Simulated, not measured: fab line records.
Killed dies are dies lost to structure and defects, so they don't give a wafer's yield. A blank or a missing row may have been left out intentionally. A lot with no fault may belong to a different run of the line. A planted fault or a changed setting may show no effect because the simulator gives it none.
Chamber matching :: flow sky130 :: SKY_VIA2_ETCH_15 on rie_diel-02: 4 sister chambers
The step etches SiO2 in C4F8/O2/Ar, stops on TiN, target depth 546 nm, time 84 s. 22 wafers are shown with their chamber, then 11 later ones without.

## EACH WAFER AND ITS CHAMBER
wafer: L074.1
chamber: 2
bias_w (W): 1195
oes_product_au (a.u.): 0.950

wafer: L074.2
chamber: 1
bias_w (W): 1203
oes_product_au (a.u.): 0.934

wafer: L074.3
chamber: 0
bias_w (W): 1195
oes_product_au (a.u.): 0.942

wafer: L076.1
chamber: 1
bias_w (W): 1198
oes_product_au (a.u.): 0.939

wafer: L076.2
chamber: 3
bias_w (W): 1198
oes_product_au (a.u.): 0.932

wafer: L076.4
chamber: 0
bias_w (W): 1205
oes_product_au (a.u.): 0.942

wafer: L077.4
chamber: 1
bias_w (W): 1199
oes_product_au (a.u.): 0.946

wafer: L077.5
chamber: 3
bias_w (W): 1202
oes_product_au (a.u.): 0.942

wafer: L077.6
chamber: 2
bias_w (W): 1193
oes_product_au (a.u.): 0.943

wafer: L080.1
chamber: 3
bias_w (W): 1195
oes_product_au (a.u.): 0.938

wafer: L080.3
chamber: 1
bias_w (W): 1196
oes_product_au (a.u.): 0.941

wafer: L080.4
chamber: 0
bias_w (W): 1200
oes_product_au (a.u.): 0.941

wafer: L081.2
chamber: 1
bias_w (W): 1201
oes_product_au (a.u.): 0.936

wafer: L081.5
chamber: 2
bias_w (W): 1200
oes_product_au (a.u.): 0.944

wafer: L081.6
chamber: 3
bias_w (W): 1204
oes_product_au (a.u.): 0.942

wafer: L083.1
chamber: 0
bias_w (W): 1198
oes_product_au (a.u.): 0.946

wafer: L083.4
chamber: 1
bias_w (W): 1200
oes_product_au (a.u.): 0.947

wafer: L083.5
chamber: 3
bias_w (W): 1199
oes_product_au (a.u.): 0.943

wafer: L085.1
chamber: 0
bias_w (W): 1197
oes_product_au (a.u.): 0.938

wafer: L085.2
chamber: 1
bias_w (W): 1204
oes_product_au (a.u.): 0.936

wafer: L085.3
chamber: 2
bias_w (W): 1200
oes_product_au (a.u.): 0.936

wafer: L085.4
chamber: 3
bias_w (W): 1204
oes_product_au (a.u.): 0.942

SIGNATURES (averages over the wafers above)
reading: bias_w
chamber 0: 1199.00
chamber 1: 1200.14
chamber 2: 1197.00
chamber 3: 1200.33
scatter within a chamber: 3.4

reading: oes_product_au
chamber 0: 0.94180
chamber 1: 0.93986
chamber 2: 0.94325
chamber 3: 0.93983
scatter within a chamber: 0.00457
Rule: distance of a wafer from a chamber = root of the sum over the readings of ((wafer's reading minus chamber's mean) / reading's scatter) squared. The wafer belongs to the nearest chamber; if the next one is less than 2 further off, it can't be placed. The scatter: take each reading less its chamber's mean, square it, sum over the shown wafers, divide by the number of wafers less the number of chambers, and take the root.

## WAFERS WITHOUT THEIR CHAMBER
wafer: L085.5
bias_w (W): 1194
oes_product_au (a.u.): 0.940

wafer: L085.6
bias_w (W): 1203
oes_product_au (a.u.): 0.940

wafer: L088.1
bias_w (W): 1204
oes_product_au (a.u.): 0.937

wafer: L088.3
bias_w (W): 1199
oes_product_au (a.u.): 0.940

wafer: L088.4
bias_w (W): 1203
oes_product_au (a.u.): 0.944

wafer: L090.1
bias_w (W): 1199
oes_product_au (a.u.): 0.950

wafer: L090.2
bias_w (W): 1204
oes_product_au (a.u.): 0.953

wafer: L090.3
bias_w (W): 1201
oes_product_au (a.u.): 0.944

wafer: L090.4
bias_w (W): 1197
oes_product_au (a.u.): 0.943

wafer: L090.5
bias_w (W): 1205
oes_product_au (a.u.): 0.946

wafer: L090.6
bias_w (W): 1194
oes_product_au (a.u.): 0.933

## WHICH CHAMBER EACH WENT THROUGH
wafer: L085.5
from the rows above: can't be placed: 2 or 0 or 1 or 3
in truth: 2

wafer: L085.6
from the rows above: can't be placed: 3 or 1 or 0 or 2
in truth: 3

wafer: L088.1
from the rows above: can't be placed: 3 or 1 or 0 or 2
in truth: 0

wafer: L088.3
from the rows above: can't be placed: 1 or 3 or 0 or 2
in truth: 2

wafer: L088.4
from the rows above: can't be placed: 3 or 1 or 0 or 2
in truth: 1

wafer: L090.1
from the rows above: can't be placed: 2 or 0 or 1 or 3
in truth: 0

wafer: L090.2
from the rows above: can't be placed: 0 or 2 or 3 or 1
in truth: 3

wafer: L090.3
from the rows above: can't be placed: 0 or 3 or 1 or 2
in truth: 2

wafer: L090.4
from the rows above: can't be placed: 2 or 0 or 1 or 3
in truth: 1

wafer: L090.5
from the rows above: can't be placed: 3 or 1 or 0 or 2
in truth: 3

wafer: L090.6
from the rows above: can't be placed: 1 or 3 or 2 or 0
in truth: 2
Placed correctly: 0 of 11. From these rows, 11 cannot be placed; in 11 the true chamber is one of the candidates. Wrongly placed: 0.
